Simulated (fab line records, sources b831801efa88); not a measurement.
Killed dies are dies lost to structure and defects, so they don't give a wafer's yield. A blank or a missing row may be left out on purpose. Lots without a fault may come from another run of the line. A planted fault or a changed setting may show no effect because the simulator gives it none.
A struck lot beside a sound one | flow sky130 | 17 steps out of a route of 708
Sound: wafers L322.1, L322.5, L322.6. Struck: wafers L328.2, L328.4, L328.5. The cause comes at the end.
At each step with rows: each side's tool, then ch and its chambers, then its first start. Under that, the readings that differ: sound wafers | struck wafers | difference of the means | sigmas: that difference in standard deviations of wafers without a fault.
alike: readings whose means differ by less than 2 such deviations, and words and numbers that are the same on both sides. not compared: withheld readings, readings that some wafer has no value for, bounds like >300 that may hide the same value, and numbers for which the record gives no deviation and whose values overlap.
The two part at a step that has a row with sigmas, a row that says differs or no value, or rows on one side only. Numbers that don't overlap but have no deviation are shown without sigmas and don't part them. A reading that every wafer of one side lacks parts them only if that side has two wafers or more.

first, 1 step without rows for these wafers: SKY_SD_P_DEVELOP_06 (develop time 60 s).
SKY_SD_P_CD_MEAS_07: target cd 380 nm.
  sound on cd_sem-02, day 25 23:22; struck on cd_sem-01, day 28 05:16
  alike: cd_nm
SKY_SD_P_OVL_MEAS_08:
  sound on overlay-01, day 25 23:29; struck on overlay-01, day 28 05:22
  alike: SD_P_OVL
then, 1 step without rows for these wafers: SKY_SD_P_IMPLANT_09.
SKY_SD_P_STRIP_10: strips in O2/N2.
  sound on plasma_asher-01 ch 0,1, day 25 23:40; struck on plasma_asher-01 ch 0,1, day 28 05:32
  reading                      | sound             | struck            | difference | sigmas
  strip_time_to_endpoint_s (s) | 17.58 17.57 17.57 | 17.47 17.47 17.45 | -0.11      | -2
  alike: drypump_motor_current_A, oes_product_au
  not compared: rf_hours_counter_h
SKY_SD_P_TW_MEAS_11:
  sound on film_metro-02, day 25 23:46; struck on film_metro-01, day 28 05:39
  alike: SD_P_TW
then, 6 steps without rows for these wafers: SKY_RES_XHIGH_DEHYDRATE_00 (time 60 s); SKY_RES_XHIGH_HMDS_01 (prime time 60 s); SKY_RES_XHIGH_COAT_02 (resist thk 1140 nm); SKY_RES_XHIGH_SOFTBAKE_03 (time 60 s); SKY_RES_XHIGH_EXPOSE_04 (exposes mask URPM, target cd 1270 nm); SKY_RES_XHIGH_PEB_05.
SKY_RES_XHIGH_DEVELOP_06: develop time 60 s.
  sound on litho_track-04 ch 0, day 27 04:16; struck on litho_track-04, day 29 09:47
  no value came back on the struck wafers for chill_plate_temp_C (C), develop_time_s (s), resist_line_temp_C (C); on the sound wafers chill_plate_temp_C (C) reads 23.11 22.94 22.96
then, 1 step without rows for these wafers: SKY_RES_XHIGH_IMPLANT_07.
SKY_RES_XHIGH_STRIP_08: strips in O2/N2.
  sound on plasma_asher-03 ch 0,1, day 27 04:34; struck on plasma_asher-01 ch 0,1, day 29 10:04
  alike: drypump_motor_current_A, oes_product_au, strip_time_to_endpoint_s
  not compared: rf_hours_counter_h
SKY_RES_XHIGH_TW_MEAS_09:
  sound on film_metro-01, day 27 04:40; struck on film_metro-02, day 29 10:10
  reading      | sound          | struck   | difference | sigmas
  RES_XHIGH_TW | 1593 1586 1586 | 30 30 30 | -1558      | -54
then, 1 step without rows for these wafers: SKY_SD_N_DEHYDRATE_00 (time 60 s).

WHERE THEY PART
First at SKY_SD_P_STRIP_10; last, within this record, at SKY_RES_XHIGH_TW_MEAS_09.

WHY: what the simulator had put in
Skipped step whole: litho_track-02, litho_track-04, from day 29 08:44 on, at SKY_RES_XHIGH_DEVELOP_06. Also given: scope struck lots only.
